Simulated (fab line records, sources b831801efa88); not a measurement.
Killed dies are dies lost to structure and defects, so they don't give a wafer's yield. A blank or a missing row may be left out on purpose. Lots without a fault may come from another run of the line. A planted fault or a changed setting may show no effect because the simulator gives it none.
One fault seen from 2 desks | flow gf180mcu | each desk has only its own numbers; what lay behind them comes last

THE METROLOGY DESK
What the gauges read, lot by lot, whatever tool the lot ran on: means of the sampled wafers that have a number. A lot is out of limits, marked OUT, if its mean lies more than 4 standard deviations from the usual mean; the brackets give that distance.
Columns: A = HV_LDD_03_OVL at GF_HV_LDD_OVL_MEAS_47, usual -1.1 nm; B = PSD_TW at GF_PSD_TW_MEAS_11, usual 3187; C = PSD_RS at GF_PSD_RS_MEAS_15, usual 107.72 ohm/sq; D = SAB_OVL at GF_SAB_OVL_MEAS_10, usual 0.0 nm
lot  | first seen here | A    | B               | C                | D
L232 | day 14 01:14    | -3.4 | 3204            | 107.27           | 0.9
L233 | day 14 08:26    | -1.7 | 3166            | 107.57           | 0.1
L234 | day 14 15:08    | -1.8 | 3233            | 107.50           | 1.6
L235 | day 15 00:50    | -0.4 | 3353 (+5.7) OUT | 102.26 (-19) OUT | 1.4
L236 | day 15 11:08    | -2.0 | 3345 (+5.4) OUT | 102.55 (-18) OUT | 2.0
L239 | day 16 11:23    | 1.7  | 3153            | 107.81           | -1.5
L244 | day 18 08:23    | -0.3 | 3199            | 107.80           | -0.5
L245 | day 18 11:27    | 0.8  | 3186            | 107.71           | 0.1
L246 | day 18 19:12    | -1.5 | 3148            | 107.83           | -0.7
L247 | day 18 23:44    | -2.7 | 3195            | 107.73           | -0.3
L248 | day 19 10:54    | -1.8 | 3195            | 107.48           | -0.9
L249 | day 19 19:30    | -0.2 | 3153            | 108.04           | 1.2
This desk's finding: out of limits on L235, L236; first on L235, day 17 02:14 (PSD_TW at GF_PSD_TW_MEAS_11). In limits: L232, L233, L234, L239, L244, L245, L246, L247, L248, L249.

THE TOOL OWNER'S DESK: implanter-01
The tool's own readings at GF_PSD_IMPLANT_09: means of the sampled wafers that have a number, for each lot that ran on this tool. A lot is out of limits, marked OUT, if its mean lies more than 4 standard deviations from the usual mean; the brackets give that distance.
Columns: A = beam_on_s at GF_PSD_IMPLANT_09, usual 9.99 s; B = end_station_pressure_torr at GF_PSD_IMPLANT_09, usual 1.21e-05 Torr; C = faraday_current_uA at GF_PSD_IMPLANT_09, usual 8655
lot  | first seen here | A               | B                          | C
L232 | day 16 00:52    | 10.01           | 1.24e-05                   | 8625
L234 | day 16 15:17    | 10.03           | 1.25e-05                   | 8612
L235 | day 17 02:01    | 13.54 (+18) OUT | 1.03e-04 (+99 or more) OUT | 6632 (-12) OUT
L236 | day 17 12:20    | 13.49 (+17) OUT | 1.04e-04 (+99 or more) OUT | 6633 (-12) OUT
L248 | day 21 13:55    | 9.92            | 1.26e-05                   | 8709
This desk's finding: out of limits on L235, L236; first on L235, day 17 02:01 (beam_on_s at GF_PSD_IMPLANT_09). In limits: L232, L234, L248.

PUT TOGETHER
The tool owner's desk could have raised an alarm at day 17 02:01, on L235, L236.
The metrology desk could have raised an alarm at day 17 02:14, on L235, L236.
Of the lots named, all ran GF_PSD_IMPLANT_09 on implanter-01.

WHAT THE SIMULATOR HAD PUT IN
Process parameter drift: implanter-01, from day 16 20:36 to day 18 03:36, at GF_PSD_IMPLANT_09. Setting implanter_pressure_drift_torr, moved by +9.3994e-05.
Process parameter drift: implanter-01, from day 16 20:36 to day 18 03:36, at GF_PSD_IMPLANT_09. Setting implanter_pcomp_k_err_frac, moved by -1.
Lots struck among those shown: L235, L236.
Hours from the fault's start to each desk's first reading out of limits: the tool owner's desk, 5; the metrology desk, 6.
